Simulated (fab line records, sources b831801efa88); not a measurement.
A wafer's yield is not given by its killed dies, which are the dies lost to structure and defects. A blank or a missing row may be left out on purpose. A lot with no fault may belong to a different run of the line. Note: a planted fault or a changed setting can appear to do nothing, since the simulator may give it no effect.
A lot that was struck, set against a sound lot + flow sky130 + 18 steps out of a route of 708
Sound: wafers L932.1, L932.3, L932.4. Struck: wafers L938.1, L938.3, L938.6. The cause comes at the end.
Per side, at each step with rows, come the tool, then ch with its chambers, and then its first start. Under that, the readings that differ: sound wafers + struck wafers + difference of the means + sigmas: that difference in standard deviations of wafers without a fault.
alike: words and numbers the same on both sides, and readings whose means are apart by under 2 such deviations; not compared: readings that were withheld, readings missing a value for some wafer, numbers with overlapping values and no deviation given by the record, and bounds like >300 which may hide the same value.
A row with sigmas, a row that says differs or no value, or rows on one side alone: a step with any of these is where the two part. When numbers do not overlap yet have no deviation, they are printed without sigmas and do not part them. A reading that every wafer of one side lacks parts them only if that side has two wafers or more.

first, 9 steps without rows for these wafers: SKY_CAP2M_CLEAN_17 (cleans in O3/DIW); SKY_METAL4_DEHYDRATE_05 (time 60 s); SKY_METAL4_HMDS_06 (prime time 60 s); SKY_METAL4_COAT_07 (resist thk 60 nm); SKY_METAL4_COAT_08 (resist thk 1140 nm); SKY_METAL4_SOFTBAKE_09 (time 90 s); SKY_METAL4_EXPOSE_10 (exposes mask MM4, target cd 300 nm); SKY_METAL4_PEB_11; SKY_METAL4_DEVELOP_12 (develop time 60 s).
SKY_METAL4_CD_MEAS_13: the cd target is 300 nm.
  sound on cd-sem-01, day 44 01:02; struck on cd-sem-01, day 46 00:58
  alike: cd-nm
SKY_METAL4_OVL_MEAS_14:
  sound on overlay-02, day 44 01:10; struck on overlay-01, day 46 01:05
  alike: METAL4_OVL
SKY_METAL4_DESCUM_15: chemistry O2, time 8 s.
  sound on rie-metal-02 ch 0,1, day 44 01:12; struck on rie-metal-02 ch 0,1, day 46 01:07
  alike: drypump-motor-current-A, oes-product-au, rf-fwd-power-W
  not compared: rf-hours-counter-h
SKY_METAL4_ETCH_16: etches BARC in N2/H2, stops on SiO2, time 88.2 s, target depth 60 nm.
  sound on rie-metal-02 ch 0,1, day 44 01:14; struck on rie-metal-02 ch 0,1, day 46 01:09
  no value came back on the struck wafers for any of 7 readings (bias-w (W), chamber-pressure-mTorr (mTorr) and others); on the sound wafers bias-w (W) reads 99.58 99.73 99.87
| reading                                       | sound          | struck         | difference | sigmas |
|-----------------------------------------------|----------------|----------------|------------|--------|
| model.KrF-thick_of_METAL4_COAT_08.thk-nm (nm) | 1075 1076 1072 | 1124 1121 1127 | +50        |        |
  not compared: rf-hours-counter-h
SKY_METAL4_ETCH_17: etches SiO2 in C4F8/O2/Ar, stops on TiN, time 3.9 s, target depth 15 nm.
  sound on rie-diel-01 ch 0,2,3, day 44 01:20; struck on rie-diel-04 ch 1,2,3, day 46 01:15
| reading               | sound             | struck            | difference | sigmas |
|-----------------------|-------------------|-------------------|------------|--------|
| oes-product-au (a.u.) | 0.752 0.757 0.752 | 0.373 0.371 0.379 | -0.379     | -57    |
  alike: bias-w, chamber-pressure-mTorr, rf-fwd-power-W
  not compared: rf-hours-counter-h
SKY_METAL4_METAL_ETCH_18: etches the open film in Cl2/BCl3, stops on SiO2, target depth 845 nm, time 183.1 s.
  sound on rie-metal-01 ch 0,1, day 44 01:21; struck on rie-metal-04 ch 0,1, day 46 01:16
| reading                                       | sound             | struck            | difference | sigmas |
|-----------------------------------------------|-------------------|-------------------|------------|--------|
| oes-product-au (a.u.)                         | 0.861 0.870 0.874 | 0.367 0.380 0.379 | -0.493     | -76    |
| model.KrF-thick_of_METAL4_COAT_08.thk-nm (nm) | 530.7 532.7 532.6 | 572.5 585.4 588.9 | +50.3      |        |
  alike: bcl3-flow-sccm, bias-w, drypump-motor-current-A, rf-fwd-power-W, throttle-valve-pct
  not compared: rf-hours-counter-h
SKY_METAL4_STRIP_19: strips in O2/N2.
  sound on plasma-asher-01 ch 0,1, day 44 01:32; struck on plasma-asher-01 ch 0,1, day 46 01:27
| reading                      | sound             | struck            | difference | sigmas |
|------------------------------|-------------------|-------------------|------------|--------|
| oes-product-au (a.u.)        | 0.505 0.504 0.504 | 0.526 0.517 0.527 | +0.019     | +4     |
| strip-time-to-endpoint-s (s) | 6.57 6.62 6.58    | 6.98 7.11 7.14    | +0.49      | +7     |
  alike: drypump-motor-current-A
  not compared: rf-hours-counter-h
then, 1 step without rows for these wafers: SKY_METAL4_STRIP_20 (strips in post etch residue remover, time 1200 s).
-- the record jumps here: 3 days lie between the struck wafers' starts before and after (it left off in module METAL4 and takes up again in module PAD_OPEN, whose first step shown is number 708 of the route) --
SKY_PAD_OPEN_PROBE_99:
  sound on prober-01, day 47 18:09; struck on prober-02, day 49 11:42
| reading                  | sound          | struck         | difference | sigmas      |
|--------------------------|----------------|----------------|------------|-------------|
| defect-limited-yield (%) | 82.9 84.3 84.8 | 0 0 0          | -84        | -44         |
| killed_at_M4_up          | 1 4 2          | 416 424 416    | +416       | +99 or more |
| killed-dies              | 84 77 75       | 492 492 492    | +413       | +44         |
| killed-on-rim            | 20 18 17       | 96 96 96       | +78        | +20         |
| sort_bin_5_function (%)  | 9.1 10.4 8.3   | 95.7 92.7 94.1 | +84.9      | +53         |
| sort-n-pass              | 408 415 417    | 0 0 0          | -413       | -44         |
| sort-yield-pct (%)       | 82.9 84.3 84.8 | 0 0 0          | -84        | -44         |
  alike: killed_at_M0_to_M3, killed-at-contacts, killed-at-front-end, killed-at-other, killed-open, killed-short, sort_bin_3_pad_short, sort_bin_6_memory

== WHERE THEY PART ==
First at SKY_METAL4_ETCH_16; last, within this record, at SKY_PAD_OPEN_PROBE_99.

WHY: what had been put in by the simulator
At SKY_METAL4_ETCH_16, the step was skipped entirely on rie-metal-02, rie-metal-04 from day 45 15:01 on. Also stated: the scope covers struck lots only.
